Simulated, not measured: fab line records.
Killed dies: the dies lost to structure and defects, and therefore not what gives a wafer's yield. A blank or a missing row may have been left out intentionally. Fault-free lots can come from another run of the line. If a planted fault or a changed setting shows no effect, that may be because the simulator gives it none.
Which tool was responsible?	flow sky130	12 lots with 36 wafers sampled at 2 steps, on a route of 708 steps

== WHAT THE GAUGES READ, wafer by wafer ==
SKY_VIA2_BOW_MEAS_03. Usual: VIA2_BOW gives 88 um (standard deviation 8).
lot	measured	on	VIA2_BOW (um)	flag
L746	day 34 14:43	film_metro-04	84 84 82	
L747	day 35 13:59	film_metro-02	91 91 80	
L749	day 36 16:30	film_metro-04	87 94 94	
L752	day 38 03:09	film_metro-04	93 84 87	
L753	day 38 08:17	film_metro-03	92 80 81	
L758	day 40 05:08	film_metro-04	83 87 77	
L759	day 40 02:47	film_metro-03	65 77 82	
L760	day 40 07:23	film_metro-03	91 88 74	
L761	day 40 10:31	film_metro-03	93 98 85	
L763	day 40 10:52	film_metro-02	101 84 91	
L764	day 40 14:05	film_metro-02	77 80 88	
L766	day 41 12:23	film_metro-03	95 87 93	

== WHICH TOOL RAN EACH LOT (tool, then ch and the chambers of the sampled wafers, then the start) ==
lot	SKY_DNWELL_STRIP_08
L746	plasma_asher-04 ch 0,1, day 3 01:08
L747	plasma_asher-04 ch 1, day 3 14:29
L749	plasma_asher-03 ch 0,1, day 4 06:08
L752	plasma_asher-01 ch 1, day 5 01:20
L753	plasma_asher-01 ch 0,1, day 5 07:17
L758	plasma_asher-01 ch 1, day 5 23:32
L759	plasma_asher-04 ch 0,1, day 6 04:50
L760	plasma_asher-01 ch 0,1, day 6 10:29
L761	plasma_asher-01 ch 0,1, day 6 15:29
L763	plasma_asher-01 ch 0, day 7 01:53
L764	plasma_asher-01 ch 0,1, day 7 05:01
L766	plasma_asher-01 ch 0,1, day 7 16:59
- SKY_DNWELL_STRIP_08: strips in O2/N2.

== WHAT THE TOOLS THEMSELVES READ (means of the sampled wafers that have a number; where no wafer has one, the mark that the record gives instead) ==
SKY_DNWELL_STRIP_08. Usual: drypump_motor_current_A 5.7 A, standard deviation 0.45; oes_product_au 0.723 a.u., standard deviation 0.0046; strip_time_to_endpoint_s 36.94 s, standard deviation 0.11.
lot	tool	drypump_motor_current_A (A)	oes_product_au (a.u.)	strip_time_to_endpoint_s (s)	flag
L746	plasma_asher-04	6.1	0.721	37.07	
L747	plasma_asher-04	6.1	0.722	36.83	
L749	plasma_asher-03	5.7	0.724	37.07	
L752	plasma_asher-01	5.0	0.719	37.02	
L753	plasma_asher-01	5.5	0.720	37.01	
L758	plasma_asher-01	4.9	0.722	37.00	
L759	plasma_asher-04	6.2	0.721	36.87	
L760	plasma_asher-01	5.4	0.728	36.92	
L761	plasma_asher-01	5.2	0.722	36.86	
L763	plasma_asher-01	5.8	0.718	36.96	
L764	plasma_asher-01	5.2	0.724	36.98	
L766	plasma_asher-01	5.4	0.725	37.07	

== THE ANSWER, worked out from the rows above alone ==
Rule: a lot counts as off when the mean over its wafers that have a number is more than 3 standard deviations away from the usual mean. Also off: a lot with no number at a reading for which 4 or more lots have one. Any other lot the step has rows for is counted as sound. After the gauges, taken in route order, come the tools' own readings; for these a lot's mean is taken, as printed above. At the first step where some lot is off, the reading lying furthest off is the one used; lots without a number count as furthest.
No lot is off at any reading shown: from this, nothing can be told.

== WHAT THE SIMULATOR HAD PUT IN ==
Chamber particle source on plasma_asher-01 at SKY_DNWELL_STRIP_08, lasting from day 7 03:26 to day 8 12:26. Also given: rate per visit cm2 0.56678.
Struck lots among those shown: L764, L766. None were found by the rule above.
